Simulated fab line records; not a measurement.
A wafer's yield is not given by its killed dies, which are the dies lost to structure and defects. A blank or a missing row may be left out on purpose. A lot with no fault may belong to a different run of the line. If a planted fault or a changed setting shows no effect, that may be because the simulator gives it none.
Which tool did it? ; flow gf180mcu ; 24 lots, 72 wafers sampled, at 4 steps of a route of 602

## WHAT EACH GAUGE READ, for each wafer
GF_M4_RS_MEAS_05: the measuring method here is four-point-probe.
lot;measured;on;M4_ALCU_RS (ohm/sq)
L074;day 22 19:43;film metro-03;0.0692 0.0693 0.0692
L076;day 23 02:00;film metro-03;0.0685 0.0692 0.0685
L075;day 23 03:34;film metro-02;0.0713 0.0709 0.0711
L077;day 23 22:48;film metro-03;0.0687 0.0702 0.0699
L078;day 24 09:09;film metro-02;0.0700 0.0700 0.0687
L079;day 24 16:16;film metro-03;0.0693 0.0682 0.0692
L081;day 24 23:47;film metro-04;0.0693 0.0691 0.0694
L080;day 25 05:40;film metro-02;0.0686 0.0692 0.0682
L082;day 25 14:26;film metro-02;0.0717 0.0702 0.0718
L083;day 25 22:01;film metro-03;0.0694 0.0689 0.0689
L084;day 26 05:35;film metro-04;0.0708 0.0702 0.0692
L085;day 26 14:59;film metro-04;0.0689 0.0675 0.0686
L086;day 26 18:02;film metro-02;0.0707 0.0704 0.0698
L087;day 27 00:58;film metro-04;0.0688 0.0690 0.0692
L088;day 27 04:13;film metro-02;0.0706 0.0713 0.0701
L089;day 27 13:29;film metro-04;0.0695 0.0685 0.0688
L090;day 27 21:13;film metro-04;0.0683 0.0682 0.0673
L091;day 28 08:00;film metro-03;0.0696 0.0695 0.0696
L092;day 28 11:01;film metro-02;0.0697 0.0696 0.0705
L093;day 28 13:16;film metro-04;0.0685 0.0693 0.0693
L094;day 29 00:38;film metro-02;0.0688 0.0704 0.0702
L095;day 29 02:17;film metro-02;0.0688 0.0698 0.0695
L096;day 29 11:44;film metro-03;0.0694 0.0713 0.0707
L097;day 29 17:23;film metro-03;0.0703 0.0700 0.0702

GF_M4_CD_MEAS_14 targets a cd of 280 nm.
lot;measured;on;cd nm (nm)
L074;day 23 18:17;cd sem-02;279.3 279.0 278.9
L076;day 24 00:32;cd sem-01;278.8 278.6 278.8
L075;day 24 01:43;cd sem-01;281.3 281.4 281.4
L077;day 24 20:53;cd sem-01;280.9 280.4 280.8
L078;day 25 06:31;cd sem-02;278.8 279.0 279.2
L079;day 25 14:01;cd sem-01;279.5 280.1 280.1
L081;day 25 21:01;cd sem-02;281.0 278.5 279.3
L080;day 26 02:40;cd sem-01;279.6 280.6 279.4
L082;day 26 11:29;cd sem-01;279.7 278.5 279.3
L083;day 26 18:56;cd sem-01;282.2 280.8 281.2
L084;day 27 01:53;cd sem-02;280.9 279.9 281.2
L085;day 27 11:23;cd sem-02;279.8 280.9 280.0
L086;day 27 14:07;cd sem-02;279.0 278.5 278.4
L087;day 27 20:28;cd sem-01;279.0 279.9 281.3
L088;day 28 00:28;cd sem-02;280.9 281.5 280.9
L089;day 28 09:29;cd sem-02;280.7 281.2 279.8
L090;day 28 16:44;cd sem-02;282.6 281.5 281.3
L091;day 29 03:34;cd sem-02;280.0 280.8 280.4
L092;day 29 06:31;cd sem-02;280.8 280.8 281.2
L093;day 29 08:16;cd sem-02;281.7 279.6 280.8
L094;day 29 19:10;cd sem-02;280.7 280.7 280.6
L095;day 29 21:17;cd sem-02;280.9 281.0 279.4
L096;day 30 07:01;cd sem-01;278.3 278.2 278.8
L097;day 30 12:14;cd sem-02;280.2 279.3 280.5

GF_V5_THK_MEAS_25: measures by xrf.
lot;measured;on;V5_W_THK (nm)
L074;day 27 13:29;film metro-03;341 338 341
L076;day 27 19:18;film metro-03;341 336 342
L075;day 27 19:37;film metro-04;329 333 328
L077;day 28 13:59;film metro-03;333 338 334
L078;day 28 21:31;film metro-03;339 335 339
L079;day 29 04:55;film metro-01;334 329 340
L081;day 29 12:06;film metro-01;339 338 341
L080;day 29 16:19;film metro-01;340 333 333
L082;day 30 00:29;film metro-01;336 337 343
L083;day 30 06:58;film metro-03;336 339 333
L084;day 30 11:16;film metro-04;328 323 331
L085;day 30 21:24;film metro-03;332 335 340
L086;day 31 00:10;film metro-03;333 341 333
L087;day 31 07:19;film metro-04;334 334 331
L088;day 31 10:14;film metro-04;335 336 334
L089;day 31 18:30;film metro-03;337 338 340
L090;day 32 00:09;film metro-01;345 342 336
L091;day 32 09:20;film metro-04;334 332 331
L092;day 32 13:09;film metro-01;344 338 347
L093;day 32 14:28;film metro-01;336 330 337
L094;day 32 23:51;film metro-03;335 339 342
L095;day 33 00:37;film metro-04;329 327 332
L096;day 33 10:22;film metro-03;338 336 336
L097;day 33 14:10;film metro-04;339 328 335

## TOOL THAT RAN EACH LOT (tool first, then ch and the chambers of the sampled wafers, then the start)
lot;GF_V3_SPUTTER_21
L074;pvd sputter-02, day 22 18:48
L076;pvd sputter-02, day 23 01:02
L075;pvd sputter-03, day 23 02:39
L077;pvd sputter-01, day 23 21:53
L078;pvd sputter-01, day 24 08:13
L079;pvd sputter-03, day 24 15:21
L081;pvd sputter-01, day 24 22:14
L080;pvd sputter-03, day 25 04:43
L082;pvd sputter-01, day 25 13:31
L083;pvd sputter-02, day 25 21:04
L084;pvd sputter-02, day 26 04:33
L085;pvd sputter-01, day 26 14:03
L086;pvd sputter-03, day 26 17:04
L087;pvd sputter-01, day 27 00:03
L088;pvd sputter-03, day 27 03:16
L089;pvd sputter-03, day 27 12:34
L090;pvd sputter-01, day 27 20:11
L091;pvd sputter-02, day 28 07:03
L092;pvd sputter-03, day 28 10:04
L093;pvd sputter-02, day 28 12:20
L094;pvd sputter-03, day 28 23:43
L095;pvd sputter-03, day 29 01:21
L096;pvd sputter-03, day 29 10:47
L097;pvd sputter-03, day 29 16:28
- GF_V3_SPUTTER_21: material Ti, target thk 15 nm, time 80.02 s.

## AS READ BY THE TOOLS THEMSELVES (means over the sampled wafers that have a number; for cases with no such wafer, the mark the record gives instead)
GF_V3_SPUTTER_21.
lot;tool;substrate temp c (C);throttle valve pct (%)
L074;pvd sputter-02;200.03;30.2
L076;pvd sputter-02;200.01;30.0
L075;pvd sputter-03;199.87;30.9
L077;pvd sputter-01;200.00;29.7
L078;pvd sputter-01;199.96;29.4
L079;pvd sputter-03;200.08;29.9
L081;pvd sputter-01;199.76;29.3
L080;pvd sputter-03;199.97;30.3
L082;pvd sputter-01;200.06;29.2
L083;pvd sputter-02;200.04;30.1
L084;pvd sputter-02;200.01;29.1
L085;pvd sputter-01;199.95;29.9
L086;pvd sputter-03;200.06;30.7
L087;pvd sputter-01;199.82;29.9
L088;pvd sputter-03;200.07;31.5
L089;pvd sputter-03;199.94;30.6
L090;pvd sputter-01;200.00;29.4
L091;pvd sputter-02;200.01;29.3
L092;pvd sputter-03;200.06;30.6
L093;pvd sputter-02;200.10;30.6
L094;pvd sputter-03;200.05;29.5
L095;pvd sputter-03;200.13;30.6
L096;pvd sputter-03;200.03;30.1
L097;pvd sputter-03;200.00;29.6

## THE ANSWER, worked out from the rows above alone
Rule: the lots themselves supply what counts as usual. Put in order of their means at a reading, lots are off if they are a third of the lots or fewer, leave a main group of 4 or more, and stand apart from it by a gap of 3 or more times the standard deviation of the main group's means; of several such gaps the widest counts. A main group whose means are all the same, to the digits that the tables above print for the reading, isn't used. Also off: a lot with no number at a reading for which 4 or more lots have one. Where the step has rows for the other lots, those lots are counted as sound. After the gauges, taken in route order, come the tools' own readings; for these a lot's mean is taken, as printed above. At the first step where some lot is off, the reading lying furthest off is the one used; lots without a number count as furthest.
No lot is off on any of the readings shown, so nothing can be concluded from this.

## WHAT THE SIMULATOR HAD INSERTED
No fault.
